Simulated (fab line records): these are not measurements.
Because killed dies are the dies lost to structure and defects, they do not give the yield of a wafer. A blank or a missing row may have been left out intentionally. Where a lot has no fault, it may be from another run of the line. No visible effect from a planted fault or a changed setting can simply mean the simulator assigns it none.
A struck lot beside a sound one || flow sky130 || 23 out of 708 route steps
Sound: these wafers, L317.2, L317.4, L317.5. Struck: wafers L319.2, L319.3, L319.5. The cause is named last.
Per side, at each step with rows, come the tool, then ch with its chambers, and then its first start. Under that, the readings that differ: sound wafers || struck wafers || difference of the means || sigmas: that difference in standard deviations of wafers without a fault.
alike: same words and numbers on both sides, and readings whose means sit less than 2 such deviations apart. not compared: any withheld reading, any reading some wafer has no value for, any bound like >300 that may hide the same value, and any number with overlapping values for which the record gives no deviation.
A row with sigmas, a row that says differs or no value, or rows on one side alone: a step with any of these is where the two part. When numbers do not overlap yet have no deviation, they are printed without sigmas and do not part them. A reading that every wafer of one side lacks parts them only if that side has two wafers or more.

first, 2 steps without rows for these wafers: SKY_POLY_GATE_CLEAN_19 (cleans in SC1/SC2, time 150 s); SKY_POLY_GATE_OXIDATION_20 (stabilise 600 s, purge 300 s, target thk 4 nm).
SKY_POLY_GATE_THK_MEAS_21:
  sound on film_metro-01, day 20 13:30; struck on film_metro-04, day 20 13:30
  alike: POLY_GATE_OXIDATION_THK
SKY_POLY_GATE_CD_MEAS_22:
  sound on cd_sem-02, day 20 13:34; struck on cd_sem-01, day 20 13:41
  alike: cd_nm
then, 7 steps without rows for these wafers: SKY_LDD_N_DEHYDRATE_00 (time 60 s); SKY_LDD_N_HMDS_01 (prime time 60 s); SKY_LDD_N_COAT_02 (resist thk 300 nm); SKY_LDD_N_SOFTBAKE_03 (time 60 s); SKY_LDD_N_EXPOSE_04 (exposes mask NTM, target cd 840 nm); SKY_LDD_N_PEB_05; SKY_LDD_N_DEVELOP_06 (develop time 60 s).
SKY_LDD_N_OVL_MEAS_07:
  sound on overlay-02, day 21 20:05; struck on overlay-01, day 21 20:16
  alike: LDD_N_OVL
SKY_LDD_N_IMPLANT_08:
  sound on implanter-04 ch 0, day 21 20:08; struck on implanter-02 ch 0, day 21 20:39
then, 7 steps without rows for these wafers: SKY_LDD_N_IMPLANT_09; SKY_LDD_N_IMPLANT_10; SKY_LDD_N_IMPLANT_11; SKY_LDD_N_IMPLANT_12; SKY_LDD_N_IMPLANT_13; SKY_LDD_N_IMPLANT_14; SKY_LDD_N_IMPLANT_15.
SKY_LDD_N_STRIP_16: strips in O2/N2.
  sound on plasma_asher-03 ch 0,1, day 21 21:19; struck on plasma_asher-02 ch 0,1, day 21 21:57
{"reading": "strip_time_to_endpoint_s (s)", "sound": "4.332 4.333 4.320", "struck": "4.529 4.508 4.528", "difference": "+0.193", "sigmas": "+13"}
  alike: drypump_motor_current_A, oes_product_au
  not compared: rf_hours_counter_h
SKY_LDD_N_TW_MEAS_17:
  sound on film_metro-01, day 21 21:26; struck on film_metro-02, day 21 22:04
  alike: LDD_N_TW
-- record jumps: 26 days separate the struck wafers' starts on either side; left off in module LDD_N, taken up again in module PAD_OPEN, whose first shown step is the route's number 708 --
SKY_PAD_OPEN_PROBE_99:
  sound on prober-01, day 47 21:42; struck on prober-02, day 47 23:12
{"reading": "model.etest.tip_n.rs_ohm_sq", "sound": "446.5 449.9", "struck": "391.1 386.6 388.4", "difference": -59.5, "sigmas": ""}
{"reading": "model.etest.nfet_01v8_lvt.vt_sat_v (V)", "sound": "0.5447 0.5577", "struck": "0.5108 0.5211 0.5258", "difference": -0.0320, "sigmas": ""}
{"reading": "model.etest.nfet_01v8.vt_sat_v (V)", "sound": "0.6566 0.6622", "struck": "0.6335 0.6293 0.6354", "difference": -0.0267, "sigmas": ""}
  alike: killed_at_M0_to_M3, killed_at_M4_up, killed_at_contacts, killed_at_front_end, killed_at_other, killed_dies, killed_open, killed_short

== WHERE THEY PART ==
At SKY_LDD_N_STRIP_16 and nowhere else, as far as this record goes. Later steps at which nothing parts them and some readings are alike: SKY_LDD_N_TW_MEAS_17, SKY_PAD_OPEN_PROBE_99.

WHY: the cause the simulator had injected
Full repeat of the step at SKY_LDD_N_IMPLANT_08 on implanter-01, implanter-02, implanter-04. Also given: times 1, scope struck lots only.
